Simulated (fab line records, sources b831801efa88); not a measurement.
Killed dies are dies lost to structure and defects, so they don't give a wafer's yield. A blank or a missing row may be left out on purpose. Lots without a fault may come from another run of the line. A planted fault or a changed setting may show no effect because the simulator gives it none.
One fault seen from 2 desks | flow sky130 | each desk has only its own numbers; what lay behind them comes last

THE TOOL OWNER'S DESK: litho_track-02
The tool's own readings at SKY_VIA3_COAT_06 (resist thk 60 nm): means of the sampled wafers that have a number, for each lot that ran on this tool. A lot is out of limits, marked OUT, if its mean lies more than 4 standard deviations from the usual mean; the brackets give that distance.
Columns: A = spin_speed_rpm at SKY_VIA3_COAT_06, usual 3000.0 rpm
lot  | first seen here | A
L516 | day 40 01:55    | 2998.7
L525 | day 42 05:26    | 2999.2
L535 | day 44 17:16    | 2647.3 (-99 or more) OUT
L536 | day 44 23:34    | 2645.8 (-99 or more) OUT
This desk's finding: out of limits on L535, L536; first on L535, day 44 17:16 (spin_speed_rpm at SKY_VIA3_COAT_06). In limits: L516, L525.

THE METROLOGY DESK
What the gauges read, lot by lot, whatever tool the lot ran on: means of the sampled wafers that have a number. A lot is out of limits, marked OUT, if its mean lies more than 4 standard deviations from the usual mean; the brackets give that distance.
Columns: A = VIA3_W_RS at SKY_VIA3_RS_MEAS_22, usual 0.292 ohm/sq
lot  | first seen here | A
L516 | day 40 14:55    | 0.290
L518 | day 40 21:10    | 0.295
L519 | day 41 13:32    | 0.292
L521 | day 41 17:32    | 0.289
L522 | day 42 02:11    | 0.291
L523 | day 42 10:27    | 0.292
L525 | day 42 17:34    | 0.290
L526 | day 43 07:31    | 0.293
L534 | day 45 01:57    | 0.297
L535 | day 45 05:44    | 0.297
L536 | day 45 12:17    | 0.291
This desk's finding: nothing out of limits on any of the 11 lots.

PUT TOGETHER
The tool owner's desk could have raised an alarm at day 44 17:16, on L535, L536.
The metrology desk saw nothing out of limits.
The metrology desk has L535, L536 on record, within its limits.
Of the lots named, all ran SKY_VIA3_COAT_06 on litho_track-02.

WHAT THE SIMULATOR HAD PUT IN
Process parameter drift: litho_track-02, from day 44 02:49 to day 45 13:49, at SKY_VIA3_COAT_06. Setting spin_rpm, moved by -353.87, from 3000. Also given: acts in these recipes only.
Lots struck among those shown: L535, L536.
Hours from the fault's start to each desk's first reading out of limits: the tool owner's desk, 14.
